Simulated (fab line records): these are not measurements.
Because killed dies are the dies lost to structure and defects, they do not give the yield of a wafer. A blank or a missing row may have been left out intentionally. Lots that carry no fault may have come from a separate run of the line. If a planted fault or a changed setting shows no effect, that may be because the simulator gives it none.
Which tool did it? -- flow sky130 -- Sampling: 15 lots, 45 wafers, 4 of 708 route steps

## WHAT THE GAUGES SHOWED, per wafer
SKY_VT_ADJUST_HVTR_TW_MEAS_11.
lot,measured,on,VT_ADJUST_HVTR_TW
L187,day 9 03:55,film_metro-02,216 217 215
L188,day 9 11:25,film_metro-02,216 216 217
L190,day 10 01:27,film_metro-03,210 210 208
L191,day 10 14:29,film_metro-02,218 219 219
L198,day 13 04:03,film_metro-02,215 216 216
L197,day 13 06:56,film_metro-02,218 217 217
L199,day 13 23:14,film_metro-04,207 207 206
L200,day 13 23:47,film_metro-02,217 218 217
L201,day 14 06:17,film_metro-02,217 217 218
L202,day 14 11:23,film_metro-04,29 29 29
L204,day 14 15:46,film_metro-04,29 30 30
L206,day 15 09:00,film_metro-02,31 31 31
L208,day 15 19:33,film_metro-02,216 216 216
L209,day 16 04:04,film_metro-03,209 209 210
L210,day 16 13:54,film_metro-02,216 217 216

SKY_LDD_HVP_OVL_MEAS_07.
lot,measured,on,LDD_HVP_OVL (nm)
L187,day 21 02:39,overlay-01,-4.6 -1.8 -3.4
L188,day 21 07:04,overlay-02,0.5 0.2 0.1
L190,day 22 06:30,overlay-02,-2.0 0.6 -2.2
L191,day 22 22:41,overlay-02,-2.0 0.1 -1.6
L198,day 26 03:58,overlay-01,-2.7 -1.9 -1.5
L197,day 26 05:55,overlay-01,-0.6 0.7 -0.7
L199,day 26 22:01,overlay-02,-1.8 -1.8 0.9
L200,day 26 19:22,overlay-02,-1.7 -0.1 -0.8
L201,day 27 04:47,overlay-02,-1.8 -0.2 -1.7
L208,day 28 23:00,overlay-02,-1.2 -4.5 -3.4
L209,day 29 01:55,overlay-01,-3.3 -1.4 -2.6
L210,day 29 14:28,overlay-01,-2.6 -2.1 -1.8

## EACH LOT AND THE TOOL THAT RAN IT (in order: tool; ch and the chambers of the sampled wafers; start)
lot,SKY_NWELL_STRIP_25,SKY_VT_ADJUST_HVTR_IMPLANT_09
L187,"plasma_asher-02 ch 0,1, day 5 04:17","implanter-01 ch 0, day 9 03:40"
L188,"plasma_asher-02 ch 1, day 5 10:07","implanter-03 ch 0, day 9 11:10"
L190,"plasma_asher-02 ch 0,1, day 5 21:10","implanter-03 ch 0, day 10 01:12"
L191,"plasma_asher-04 ch 0,1, day 6 08:11","implanter-04 ch 0, day 10 14:15"
L198,"plasma_asher-04 ch 0,1, day 8 09:34","implanter-01 ch 0, day 13 03:48"
L197,"plasma_asher-04 ch 0,1, day 8 10:17","implanter-01 ch 0, day 13 06:43"
L199,"plasma_asher-01 ch 0,1, day 9 00:08","implanter-04 ch 0, day 13 22:59"
L200,"plasma_asher-01 ch 0, day 9 00:49","implanter-03 ch 0, day 13 23:33"
L201,"plasma_asher-01 ch 0,1, day 9 05:48","implanter-03 ch 0, day 14 06:03"
L202,"plasma_asher-01 ch 0,1, day 9 09:46","implanter-04, day 14 11:09"
L204,"plasma_asher-02 ch 0,1, day 9 15:45","implanter-01, day 14 15:31"
L206,"plasma_asher-02 ch 0,1, day 10 04:24","implanter-03, day 15 08:47"
L208,"plasma_asher-04 ch 0,1, day 10 10:56","implanter-01 ch 0, day 15 19:18"
L209,"plasma_asher-02 ch 0,1, day 10 19:59","implanter-03 ch 0, day 16 03:49"
L210,"plasma_asher-02 ch 0,1, day 11 02:03","implanter-01 ch 0, day 16 13:39"
- SKY_NWELL_STRIP_25: strips in O2/N2.
- SKY_VT_ADJUST_HVTR_IMPLANT_09

## WHAT THE TOOLS THEMSELVES READ (means of the sampled wafers that have a number; where no wafer has one, the mark that the record gives instead)
SKY_NWELL_STRIP_25.
lot,tool,drypump_motor_current_A (A),oes_product_au (a.u.),strip_time_to_endpoint_s (s)
L187,plasma_asher-02,5.69,0.721,36.99
L188,plasma_asher-02,5.54,0.722,37.03
L190,plasma_asher-02,5.79,0.723,36.86
L191,plasma_asher-04,6.19,0.720,36.79
L198,plasma_asher-04,6.20,0.720,36.77
L197,plasma_asher-04,6.17,0.727,36.90
L199,plasma_asher-01,6.13,0.726,36.93
L200,plasma_asher-01,6.17,0.724,36.88
L201,plasma_asher-01,6.13,0.720,36.83
L202,plasma_asher-01,6.13,0.725,36.98
L204,plasma_asher-02,5.80,0.723,36.98
L206,plasma_asher-02,5.70,0.724,37.03
L208,plasma_asher-04,6.10,0.723,37.07
L209,plasma_asher-02,5.80,0.726,36.90
L210,plasma_asher-02,5.78,0.716,36.94

SKY_VT_ADJUST_HVTR_IMPLANT_09.
lot,tool,beam_energy_keV,beam_on_s (s)
L187,implanter-01,9.9980,10.06
L188,implanter-03,9.9956,10.05
L190,implanter-03,9.9999,10.15
L191,implanter-04,9.9986,9.92
L198,implanter-01,10.0022,9.90
L197,implanter-01,10.0010,10.21
L199,implanter-04,9.9981,9.91
L200,implanter-03,9.9998,9.82
L201,implanter-03,9.9979,9.91
L202,implanter-04,-,-
L204,implanter-01,-,-
L206,implanter-03,-,-
L208,implanter-01,10.0040,9.95
L209,implanter-03,9.9990,9.99
L210,implanter-01,9.9972,9.96

## THE ANSWER, worked out from the rows above alone
Rule: usual is defined by the lots themselves. Put in order of their means at a reading, lots are off if they are a third of the lots or fewer, leave a main group of 4 or more, and stand apart from it by a gap of 3 or more times the standard deviation of the main group's means; of several such gaps the widest counts. A main group is skipped when, at the precision printed for the reading in the tables above, its means are all equal. A lot without any number at a reading at which 4 lots or more have one is off too. All remaining lots with rows at the step are treated as sound. After the gauges, taken in route order, come the tools' own readings; for these a lot's mean is taken, as printed above. At the first step where some lot is off, the reading lying furthest off is the one used; lots without a number count as furthest.
Off: L202, L204, L206, seen at SKY_VT_ADJUST_HVTR_TW_MEAS_11 (VT_ADJUST_HVTR_TW). Mean 215 and standard deviation 3.7 in the main group.
A tool fits if, at a process step before that reading, it ran every lot that is off, and no sound lot after the first of them. Not tried: the gauges at SKY_VT_ADJUST_HVTR_TW_MEAS_11; whatever is off there is also off at SKY_VT_ADJUST_HVTR_IMPLANT_09, on other tools, and gauge error can't account for it. Of those tried, none fits.

## WHAT WAS PUT IN BY THE SIMULATOR
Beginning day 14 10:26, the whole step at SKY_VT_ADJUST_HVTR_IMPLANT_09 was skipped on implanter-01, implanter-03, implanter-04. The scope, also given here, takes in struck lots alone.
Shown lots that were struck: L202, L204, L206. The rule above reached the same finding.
